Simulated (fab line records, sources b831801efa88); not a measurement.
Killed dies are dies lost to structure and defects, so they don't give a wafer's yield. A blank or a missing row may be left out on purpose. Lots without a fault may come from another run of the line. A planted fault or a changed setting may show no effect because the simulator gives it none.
Which tool did it? | flow sky130 | 14 lots, 42 wafers sampled, at 6 steps of a route of 708

WHAT THE GAUGES READ, wafer by wafer
SKY_FIELD_ISO_BOW_MEAS_00.
lot  | measured    | on            | INCOMING_BOW (um)
L456 | day 1 10:00 | film_metro-03 | 8 -6 1
L457 | day 1 15:00 | film_metro-03 | -5 -6 7
L459 | day 2 01:00 | film_metro-04 | 7 1 -4
L460 | day 2 06:01 | film_metro-01 | 8 5 9
L461 | day 2 11:01 | film_metro-01 | 5 3 12
L462 | day 2 16:00 | film_metro-01 | 3 -5 -3
L463 | day 2 21:04 | film_metro-04 | -8 -3 13
L464 | day 3 02:00 | film_metro-01 | 4 5 0
L466 | day 3 12:01 | film_metro-04 | 4 -2 4
L467 | day 3 17:02 | film_metro-04 | 12 -4 1
L468 | day 3 22:00 | film_metro-01 | -1 -2 -1
L470 | day 4 08:00 | film_metro-04 | 5 -7 -4
L474 | day 5 04:00 | film_metro-03 | -3 6 10
L476 | day 5 14:00 | film_metro-04 | -15 -2 1

SKY_DNWELL_TW_MEAS_09.
lot  | measured    | on            | DNWELL_TW
L456 | day 3 04:39 | film_metro-02 | 1074 1084 1085
L457 | day 3 10:49 | film_metro-02 | 1093 1091 1094
L459 | day 3 23:38 | film_metro-01 | 1095 1099 1102
L460 | day 4 01:29 | film_metro-01 | 1104 1108 1113
L461 | day 4 05:48 | film_metro-03 | 1110 1115 1113
L462 | day 4 14:14 | film_metro-01 | 1111 1113 1119
L463 | day 4 19:46 | film_metro-03 | 1120 1109 1113
L464 | day 4 22:05 | film_metro-01 | 1110 1115 1112
L466 | day 5 10:37 | film_metro-02 | 1092 1098 1096
L467 | day 5 16:18 | film_metro-03 | 1109 1115 1110
L468 | day 5 19:48 | film_metro-01 | 1113 1111 1110
L470 | day 6 08:46 | film_metro-03 | 1113 1111 1113
L474 | day 7 03:14 | film_metro-03 | 1113 1111 1109
L476 | day 7 18:53 | film_metro-02 | 1101 1086 1094

SKY_NWELL_OVL_MEAS_10.
lot  | measured    | on         | NWELL_00_OVL (nm)
L456 | day 4 14:04 | overlay-02 | 0.7 1.8 0.5
L457 | day 4 19:28 | overlay-01 | -3.1 -2.4 0.0
L459 | day 5 09:52 | overlay-01 | 0.4 -0.5 0.6
L460 | day 5 13:10 | overlay-01 | -1.7 -2.2 -1.6
L461 | day 5 17:23 | overlay-02 | -0.3 -2.0 -2.1
L462 | day 6 02:25 | overlay-01 | -0.5 -1.3 0.5
L463 | day 6 08:11 | overlay-02 | 0.6 -3.0 -0.9
L464 | day 6 09:59 | overlay-01 | 0.5 -0.6 2.4
L466 | day 6 23:35 | overlay-02 | 0.0 1.5 2.4
L467 | day 7 06:11 | overlay-02 | 1.3 3.2 -0.3
L468 | day 7 09:56 | overlay-02 | 1.1 2.1 1.9
L470 | day 8 00:13 | overlay-01 | -1.3 -0.9 0.1
L474 | day 8 19:16 | overlay-02 | 1.0 - -
L476 | day 9 12:55 | overlay-01 | 2.0 - -

SKY_NWELL_TW_MEAS_15.
lot  | measured    | on            | NWELL_TW
L456 | day 4 14:41 | film_metro-01 | 1810 1819 1814
L457 | day 4 20:11 | film_metro-01 | 1823 1811 1830
L459 | day 5 10:27 | film_metro-03 | 1835 1837 1836
L460 | day 5 13:46 | film_metro-02 | 1781 1785 1771
L461 | day 5 17:58 | film_metro-03 | 1810 1817 1812
L462 | day 6 03:01 | film_metro-03 | 1804 1805 1808
L463 | day 6 08:47 | film_metro-02 | 1791 1788 1776
L464 | day 6 10:35 | film_metro-03 | 1799 1805 1806
L466 | day 7 00:10 | film_metro-02 | 1787 1790 1794
L467 | day 7 06:47 | film_metro-03 | 1812 1805 1808
L468 | day 7 10:32 | film_metro-03 | 1804 1802 1804
L470 | day 8 00:48 | film_metro-02 | 1772 1772 1777
L474 | day 8 19:51 | film_metro-03 | 1821 30 30
L476 | day 9 13:30 | film_metro-03 | 1814 30 30

SKY_VT_ADJUST_HVTP_OVL_MEAS_08.
lot  | measured     | on         | VT_ADJUST_HVTP_OVL (nm)
L456 | day 6 03:23  | overlay-02 | 2.7 3.8 2.9
L457 | day 6 09:27  | overlay-01 | -0.1 2.0 0.1
L459 | day 6 23:59  | overlay-02 | 2.1 1.2 1.8
L460 | day 7 04:38  | overlay-01 | -1.3 -0.7 -0.4
L461 | day 7 07:40  | overlay-02 | 0.0 3.5 1.5
L462 | day 7 17:26  | overlay-02 | 3.0 2.2 2.8
L463 | day 8 00:33  | overlay-02 | 1.3 0.6 -0.6
L464 | day 8 02:20  | overlay-02 | 1.9 3.1 2.9
L466 | day 8 15:53  | overlay-01 | -2.1 -0.1 0.0
L467 | day 9 00:22  | overlay-01 | 0.0 0.1 -0.5
L468 | day 9 03:12  | overlay-02 | -1.8 0.2 0.2
L470 | day 9 19:59  | overlay-02 | 1.9 2.3 0.7
L474 | day 10 15:29 | overlay-01 | 0.6 -0.3 0.5
L476 | day 11 11:02 | overlay-01 | -1.4 -0.8 1.4

WHICH TOOL RAN EACH LOT (tool, then ch and the chambers of the sampled wafers, then the start)
lot  | SKY_NWELL_DEVELOP_09
L456 | litho_track-01 ch 0, day 4 13:00
L457 | litho_track-03 ch 0, day 4 19:00
L459 | litho_track-01 ch 0, day 5 09:00
L460 | litho_track-01 ch 0, day 5 13:00
L461 | litho_track-03 ch 0, day 5 17:00
L462 | litho_track-03 ch 0, day 6 02:00
L463 | litho_track-01 ch 0, day 6 08:00
L464 | litho_track-02 ch 0, day 6 09:00
L466 | litho_track-03 ch 0, day 6 23:00
L467 | litho_track-03 ch 0, day 7 06:00
L468 | litho_track-02 ch 0, day 7 09:00
L470 | litho_track-01 ch 0, day 8 00:00
L474 | litho_track-01 ch 0, day 8 19:00
L476 | litho_track-01 ch 0, day 9 12:00
- SKY_NWELL_DEVELOP_09: develop time 60 s.

WHAT THE TOOLS THEMSELVES READ (means of the sampled wafers that have a number; where no wafer has one, the mark that the record gives instead)
The record holds no such reading with a usual standard deviation.

THE ANSWER, worked out from the rows above alone
Rule: what is usual is taken from the lots themselves. Put in order of their means at a reading, lots are off if they are a third of the lots or fewer, leave a main group of 4 or more, and stand apart from it by a gap of 3 or more times the standard deviation of the main group's means; of several such gaps the widest counts. A main group whose means are all the same, to the digits that the tables above print for the reading, isn't used. A lot without any number at a reading at which 4 lots or more have one is off too. The other lots that the step has rows for count as sound. The gauges are gone through in route order, then the tools' own readings, and for those a lot's mean is taken as printed above. The first step at which some lot is off is used, and at that step the reading that is off furthest; a lot without a number counts as furthest.
Off: L474, L476, at SKY_NWELL_TW_MEAS_15 (NWELL_TW). The main group: mean 1803, standard deviation 17.
A tool fits if, at a process step before that reading, it ran every lot that is off, and no sound lot after the first of them. The gauges at SKY_NWELL_TW_MEAS_15 are tried like those tools. Can't be told from this: 2 tools fit, litho_track-01 at SKY_NWELL_DEVELOP_09, film_metro-03 at SKY_NWELL_TW_MEAS_15.

WHAT THE SIMULATOR HAD PUT IN
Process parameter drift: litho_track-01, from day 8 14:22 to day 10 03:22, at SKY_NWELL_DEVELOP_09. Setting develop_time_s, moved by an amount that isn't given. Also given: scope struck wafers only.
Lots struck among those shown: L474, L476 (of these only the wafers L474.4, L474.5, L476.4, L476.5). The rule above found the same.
